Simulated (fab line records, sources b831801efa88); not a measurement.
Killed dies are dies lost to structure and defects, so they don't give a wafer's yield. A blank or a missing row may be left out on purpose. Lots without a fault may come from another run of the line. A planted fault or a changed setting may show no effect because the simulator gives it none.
A struck lot beside a sound one | flow sfq_line | 13 steps out of a route of 325
Sound: wafers L114.1, L114.2, L114.3. Struck: wafers L106.2, L106.3, L106.4. The cause comes at the end.
At each step with rows: each side's tool, then ch and its chambers, then its first start. Under that, the readings that differ: sound wafers | struck wafers | difference of the means | sigmas: that difference in standard deviations of wafers without a fault.
alike: readings whose means differ by less than 2 such deviations, and words and numbers that are the same on both sides. not compared: withheld readings, readings that some wafer has no value for, bounds like >300 that may hide the same value, and numbers for which the record gives no deviation and whose values overlap.
The two part at a step that has a row with sigmas, a row that says differs or no value, or rows on one side only. Numbers that don't overlap but have no deviation are shown without sigmas and don't part them. A reading that every wafer of one side lacks parts them only if that side has two wafers or more.

SFQ_TRILAYER_I0_VIA_ETCH_VIA_ETCH_034: etches SiO2 in CHF3, stops on Nb, target depth 260 nm.
  sound on rie_diel-01 ch 1,2,3, day 16 19:17; struck on rie_diel-02 ch 0,2, day 14 20:29
  alike: chamber_pressure_mTorr, drypump_motor_current_A, oes_product_au
SFQ_TRILAYER_I0_VIA_STRIP_STRIP_035: strips in O2.
  sound on rie_metal-01 ch 1, day 16 19:23; struck on rie_metal-02 ch 0,1, day 14 20:35
  alike: chamber_pressure_mTorr, drypump_motor_current_A, oes_product_au, platen_temp_c
  not compared: rf_hours_counter_h
then, 2 steps without rows for these wafers: SFQ_TRILAYER_I0_VIA_STRIP_SOLV_CLEAN_036 (cleans in NMP, time 600 s); SFQ_TRILAYER_M1_DEP_PRE_CLEAN_038 (time 22.5 s).
SFQ_TRILAYER_M1_DEP_SPUTTER_037: material Nb, target thk 200 nm, time 133.3 s.
  sound on pvd_sputter-03, day 16 20:48; struck on pvd_sputter-04, day 14 21:24
  alike: cathode_dc_power_W, throttle_valve_pct
SFQ_M1_RS_MEAS_909: measures by four-point-probe.
  sound on film_metro-03, day 16 20:53; struck on film_metro-01, day 14 21:31
  alike: M1_NB_RS
then, 5 steps without rows for these wafers: SFQ_TRILAYER_M1_LITHO_COAT_044 (resist thk 62 nm); SFQ_TRILAYER_M1_LITHO_COAT_039 (resist thk 600 nm); SFQ_TRILAYER_M1_LITHO_SOFTBAKE_043; SFQ_TRILAYER_M1_LITHO_EXPOSE_040 (exposes mask M1, target cd 500 nm); SFQ_TRILAYER_M1_LITHO_PEB_042 (peb time 60 s).
-- the record jumps here: 3 days lie between the struck wafers' starts before and after --
SFQ_TRILAYER_M1_LITHO_DEVELOP_041: time 60 s.
  sound on litho_track-01 ch 0, day 19 12:31; struck on litho_track-01, day 17 13:05
  no value came back on the struck wafers for chill_plate_temp_C (C), exhaust_pa (Pa), time_s (s); on the sound wafers chill_plate_temp_C (C) reads 23.03 23.10 23.11
  reading                                             | sound             | struck            | difference | sigmas
  model.KrF_of_TRILAYER_M1_LITHO_COAT_039.thk_nm (nm) | 575.3 576.1 577.5 | 600.6 600.6 601.3 | +24.5      |
SFQ_M1_OVL_MEAS_911:
  sound on overlay-01, day 19 12:40; struck on overlay-02, day 17 13:13
  reading     | sound    | struck | difference                    | sigmas
  M1_OVL (nm) | -8 -5 -7 | - - -  | no value on the struck wafers |

WHERE THEY PART
First at SFQ_TRILAYER_M1_LITHO_DEVELOP_041; last, within this record, at SFQ_M1_OVL_MEAS_911.

WHY: what the simulator had put in
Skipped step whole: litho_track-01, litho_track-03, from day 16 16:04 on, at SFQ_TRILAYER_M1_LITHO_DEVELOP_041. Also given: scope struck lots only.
